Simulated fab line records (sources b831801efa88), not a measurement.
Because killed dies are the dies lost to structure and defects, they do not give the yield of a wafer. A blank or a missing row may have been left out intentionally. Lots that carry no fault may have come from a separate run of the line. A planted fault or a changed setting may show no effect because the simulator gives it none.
Which tool is to blame? -- flow sky130 -- Sampling: 14 lots, 42 wafers, 7 of 708 route steps

## WHAT THE GAUGES READ, wafer by wafer
SKY_VT_ADJUST_HVTR_OVL_MEAS_08. Usual: VT_ADJUST_HVTR_OVL typically reads 0.1 nm, with standard deviation 1.2.
lot,measured,on,VT_ADJUST_HVTR_OVL (nm),flag
L316,day 9 13:05,overlay-02,1.9 -0.1 2.6,
L317,day 9 22:57,overlay-02,-0.7 -0.4 -1.1,
L319,day 10 13:51,overlay-01,0.9 -0.6 1.7,
L320,day 10 15:14,overlay-02,-0.3 1.1 -0.7,
L327,day 13 00:08,overlay-01,0.3 0.8 0.3,
L328,day 13 04:59,overlay-01,1.5 2.2 -0.5,
L330,day 13 22:26,overlay-01,-1.5 -0.2 0.6,
L331,day 14 02:17,overlay-02,-0.2 -0.7 -0.2,
L332,day 14 12:23,overlay-02,0.3 1.2 1.0,
L333,day 14 16:26,overlay-02,1.1 1.4 0.3,
L334,day 15 03:03,overlay-01,1.1 -0.6 0.1,
L335,day 15 14:51,overlay-02,1.9 0.7 1.5,
L337,day 15 23:17,overlay-01,1.9 0.6 0.0,
L338,day 16 10:14,overlay-02,0.7 -0.9 1.8,

SKY_SONOS_TUNNEL_TW_MEAS_12. Usual: SONOS_TUNNEL_TW typically reads 198.2, with standard deviation 1.6.
lot,measured,on,SONOS_TUNNEL_TW,flag
L316,day 11 10:02,film_metro-02,197.2 197.1 196.8,
L317,day 11 21:05,film_metro-04,199.0 199.5 198.1,
L319,day 12 12:31,film_metro-04,201.7 200.7 201.0,
L320,day 12 14:36,film_metro-04,201.1 200.2 200.5,
L327,day 15 04:04,film_metro-04,200.0 199.2 201.1,
L328,day 15 09:16,film_metro-02,198.1 199.4 197.7,
L330,day 16 04:40,film_metro-02,197.3 196.9 197.2,
L331,day 16 09:25,film_metro-02,195.9 196.3 196.1,
L332,day 16 19:19,film_metro-03,198.3 198.7 198.5,
L333,day 17 00:08,film_metro-04,199.0 198.9 200.4,
L334,day 17 12:20,film_metro-03,197.8 197.2 197.6,
L335,day 18 00:46,film_metro-03,196.9 197.7 197.5,
L337,day 18 09:36,film_metro-03,198.4 196.6 197.3,
L338,day 18 21:37,film_metro-02,196.5 196.4 195.4,

SKY_SONOS_ONO_CD_MEAS_13 targets a cd of 410 nm. Usual: cd_nm at 410.0 nm, with a standard deviation of 2.1.
lot,measured,on,cd_nm (nm),flag
L316,day 12 13:49,cd_sem-02,408.6 408.4 408.9,
L317,day 13 02:58,cd_sem-01,410.7 409.8 409.4,
L319,day 13 19:25,cd_sem-02,407.9 407.6 409.3,
L320,day 13 22:37,cd_sem-02,413.8 412.1 413.0,
L327,day 16 15:11,cd_sem-02,412.7 411.3 413.1,
L328,day 16 21:28,cd_sem-02,410.0 411.8 411.5,
L330,day 17 13:44,cd_sem-02,410.4 412.8 412.5,
L331,day 17 19:14,cd_sem-01,411.3 412.7 413.1,
L332,day 18 04:25,cd_sem-02,406.7 408.6 406.5,
L333,day 18 11:17,cd_sem-02,411.3 409.7 412.3,
L334,day 18 22:08,cd_sem-01,409.6 408.7 408.4,
L335,day 19 14:06,cd_sem-02,406.2 407.9 408.1,
L337,day 19 21:26,cd_sem-01,413.4 412.3 413.6,
L338,day 20 09:14,cd_sem-01,407.2 410.6 408.8,

SKY_POLY_GATE_CD_MEAS_22. Usual: cd_nm at 149.7 nm, with a standard deviation of 2.3.
lot,measured,on,cd_nm (nm),flag
L316,day 16 05:20,cd_sem-02,149.8 152.4 150.5,
L317,day 16 20:37,cd_sem-02,146.0 147.8 146.2,
L319,day 17 19:09,cd_sem-01,- - -,OFF
L320,day 17 22:25,cd_sem-01,- - -,OFF
L327,day 20 20:04,cd_sem-02,150.6 148.9 148.7,
L328,day 21 01:32,cd_sem-02,151.1 149.8 149.2,
L330,day 21 18:44,cd_sem-01,147.9 146.5 149.4,
L331,day 22 00:02,cd_sem-01,149.1 149.4 147.8,
L332,day 22 09:20,cd_sem-02,149.2 146.1 148.5,
L333,day 22 17:08,cd_sem-02,149.4 149.7 147.8,
L334,day 23 08:05,cd_sem-01,147.8 148.3 146.5,
L335,day 23 19:12,cd_sem-02,150.5 150.7 150.7,
L337,day 24 03:19,cd_sem-02,151.7 151.1 148.9,
L338,day 24 13:38,cd_sem-02,150.6 153.5 152.1,

## WHAT TOOL EACH LOT RAN ON (gives the tool, then ch and the chambers of the sampled wafers, and finally the start)
lot,SKY_POLY_GATE_ETCH_15,SKY_POLY_GATE_ETCH_16,SKY_POLY_GATE_ETCH_17
L316,"rie_diel-02 ch 2,3, day 16 01:52","rie_diel-02 ch 2,3, day 16 01:57","rie_si-02 ch 0,2,3, day 16 02:03"
L317,"rie_diel-04 ch 0,2,3, day 16 18:52","rie_diel-04 ch 0,2,3, day 16 18:57","rie_si-01 ch 2,3, day 16 19:03"
L319,"rie_diel-04 ch 2,3, day 17 17:22","rie_diel-04 ch 2,3, day 17 17:27","rie_si-01 ch 0,1,2, day 17 17:33"
L320,"rie_diel-03 ch 1,2,3, day 17 20:31","rie_diel-03 ch 1,2,3, day 17 20:36","rie_si-02 ch 1,2,3, day 17 20:42"
L327,"rie_diel-04 ch 0,1,3, day 20 18:01","rie_diel-04 ch 0,1,3, day 20 18:06","rie_si-02 ch 1,2,3, day 20 18:11"
L328,"rie_diel-02 ch 0,3, day 20 22:34","rie_diel-02 ch 0,3, day 20 22:39","rie_si-01 ch 0,1,2, day 20 22:44"
L330,"rie_diel-03 ch 1,2,3, day 21 17:01","rie_diel-03 ch 1,2,3, day 21 17:06","rie_si-01 ch 0,1, day 21 17:11"
L331,"rie_diel-04 ch 1,2,3, day 21 21:50","rie_diel-04 ch 1,2,3, day 21 21:55","rie_si-02 ch 1,2, day 21 22:01"
L332,"rie_diel-02 ch 0,2, day 22 07:38","rie_diel-02 ch 0,2, day 22 07:43","rie_si-01 ch 0,1,2, day 22 07:49"
L333,"rie_diel-04 ch 2,3, day 22 15:25","rie_diel-04 ch 2,3, day 22 15:30","rie_si-02 ch 0,1, day 22 15:35"
L334,"rie_diel-02 ch 0,2, day 23 06:22","rie_diel-02 ch 0,2, day 23 06:27","rie_si-01 ch 0,1, day 23 06:32"
L335,"rie_diel-03 ch 0,1,2, day 23 17:28","rie_diel-03 ch 0,1,2, day 23 17:33","rie_si-02 ch 1,2,3, day 23 17:39"
L337,"rie_diel-04 ch 0,1,3, day 24 01:34","rie_diel-04 ch 0,1,3, day 24 01:39","rie_si-02 ch 0,1,2, day 24 01:44"
L338,"rie_diel-04 ch 1,2,3, day 24 11:55","rie_diel-04 ch 1,2,3, day 24 12:00","rie_si-01 ch 0,1,2, day 24 12:05"
- SKY_POLY_GATE_ETCH_15: etches BARC in N2/H2, stops on SiO2, time 118.5 s, target depth 110 nm.
- SKY_POLY_GATE_ETCH_16: etches Si3N4 in CH3F/O2, stops on poly-Si, time 147.5 s, target depth 75 nm.
- SKY_POLY_GATE_ETCH_17: etches poly-Si in HBr/Cl2, stops on SiO2, target depth 180 nm, time 70.5 s.

## WHAT THE TOOLS THEMSELVES READ (means of the sampled wafers that have a number; where no wafer has one, the mark that the record gives instead)
SKY_POLY_GATE_ETCH_15. Usual: bias_w 100.0 W, standard deviation 0.31; chamber_pressure_mTorr 30.00 mTorr, standard deviation 0.03; drypump_motor_current_A 5.8 A, standard deviation 0.37; oes_product_au 0.716 a.u., standard deviation 0.0044; throttle_valve_pct 13.212 %, standard deviation 0.0097.
lot,tool,bias_w (W),chamber_pressure_mTorr (mTorr),drypump_motor_current_A (A),oes_product_au (a.u.),throttle_valve_pct (%),flag
L316,rie_diel-02,99.9,30.00,5.8,0.716,13.224,
L317,rie_diel-04,100.3,30.00,5.6,0.716,13.224,
L319,rie_diel-04,-,-,-,-,-,OFF
L320,rie_diel-03,-,-,-,-,-,OFF
L327,rie_diel-04,99.8,30.04,5.6,0.715,13.208,
L328,rie_diel-02,99.9,30.00,5.6,0.718,13.207,
L330,rie_diel-03,99.8,30.00,6.2,0.716,13.218,
L331,rie_diel-04,99.8,29.99,5.5,0.717,13.213,
L332,rie_diel-02,99.9,29.99,5.8,0.715,13.217,
L333,rie_diel-04,99.8,29.98,5.5,0.716,13.214,
L334,rie_diel-02,99.7,30.02,5.8,0.713,13.209,
L335,rie_diel-03,99.9,30.03,6.0,0.720,13.218,
L337,rie_diel-04,100.2,30.01,5.6,0.718,13.207,
L338,rie_diel-04,100.2,30.01,5.5,0.717,13.201,

SKY_POLY_GATE_ETCH_16. Usual: O2_flow_sccm 29.98 sccm, standard deviation 0.087; bias_w 80.03 W, standard deviation 0.22; drypump_motor_current_A 5.8 A, standard deviation 0.37; oes_product_au 0.641 a.u., standard deviation 0.0052; throttle_valve_pct 10.535 %, standard deviation 0.0093.
lot,tool,O2_flow_sccm (sccm),bias_w (W),drypump_motor_current_A (A),oes_product_au (a.u.),throttle_valve_pct (%),flag
L316,rie_diel-02,29.98,80.21,5.8,0.641,10.532,
L317,rie_diel-04,29.93,80.10,5.6,0.637,10.535,
L319,rie_diel-04,29.85,80.05,5.5,0.380,10.501,OFF
L320,rie_diel-03,29.98,80.13,6.2,0.375,10.498,OFF
L327,rie_diel-04,29.99,80.07,5.7,0.634,10.531,
L328,rie_diel-02,29.81,79.80,5.6,0.641,10.527,
L330,rie_diel-03,29.95,80.02,6.2,0.637,10.540,
L331,rie_diel-04,29.96,80.15,5.5,0.641,10.546,
L332,rie_diel-02,29.95,80.12,5.8,0.637,10.538,
L333,rie_diel-04,29.91,80.13,5.5,0.639,10.532,
L334,rie_diel-02,29.97,80.17,5.8,0.644,10.542,
L335,rie_diel-03,29.92,80.01,6.0,0.642,10.520,
L337,rie_diel-04,29.97,80.02,5.6,0.637,10.533,
L338,rie_diel-04,30.03,80.11,5.6,0.645,10.544,

SKY_POLY_GATE_ETCH_17. Usual: HBr_flow_sccm 150.0 sccm, standard deviation 0.43; bias_w 100.0 W, standard deviation 0.3; drypump_motor_current_A 5.8 A, standard deviation 0.48; oes_product_au 0.984 a.u., standard deviation 0.0067; throttle_valve_pct 33.685 %, standard deviation 0.0095.
lot,tool,HBr_flow_sccm (sccm),bias_w (W),drypump_motor_current_A (A),oes_product_au (a.u.),throttle_valve_pct (%),flag
L316,rie_si-02,150.2,100.0,5.9,0.987,33.682,
L317,rie_si-01,150.3,100.0,5.9,0.982,33.687,
L319,rie_si-01,149.9,100.2,6.1,0.272,33.683,OFF
L320,rie_si-02,150.2,99.9,5.7,0.278,33.684,OFF
L327,rie_si-02,149.9,99.9,5.7,0.988,33.692,
L328,rie_si-01,149.9,100.3,6.1,0.980,33.688,
L330,rie_si-01,149.8,99.7,6.1,0.990,33.678,
L331,rie_si-02,150.3,99.5,5.7,0.985,33.677,
L332,rie_si-01,150.1,100.2,6.1,0.978,33.682,
L333,rie_si-02,149.6,99.9,5.4,0.987,33.686,
L334,rie_si-01,149.9,100.0,6.4,0.985,33.686,
L335,rie_si-02,150.0,100.0,5.7,0.987,33.681,
L337,rie_si-02,150.0,100.4,5.5,0.987,33.689,
L338,rie_si-01,149.7,99.9,6.2,0.979,33.679,

## THE ANSWER, worked out from the rows above alone
Rule: lot off if the mean of its wafers having a number is beyond 3 standard deviations from the usual mean. Also off: a lot with no number at a reading for which 4 or more lots have one. The other lots that the step has rows for count as sound. The gauges are gone through in route order, then the tools' own readings, and for those a lot's mean is taken as printed above. The first step at which some lot is off is used, and at that step the reading that is off furthest; a lot without a number counts as furthest.
Off, at SKY_POLY_GATE_CD_MEAS_22 on cd_nm: L319, L320. Without a number there: L319, L320.
If a tool, at a process step before that reading, ran all the lots that are off and no sound lot after the first of them, it fits. Not tried: the gauges at SKY_POLY_GATE_CD_MEAS_22; whatever is off there is also off at SKY_POLY_GATE_ETCH_15, on other tools, and gauge error can't account for it. No candidate that was tried fits.

## WHAT THE SIMULATOR HAD PUT IN
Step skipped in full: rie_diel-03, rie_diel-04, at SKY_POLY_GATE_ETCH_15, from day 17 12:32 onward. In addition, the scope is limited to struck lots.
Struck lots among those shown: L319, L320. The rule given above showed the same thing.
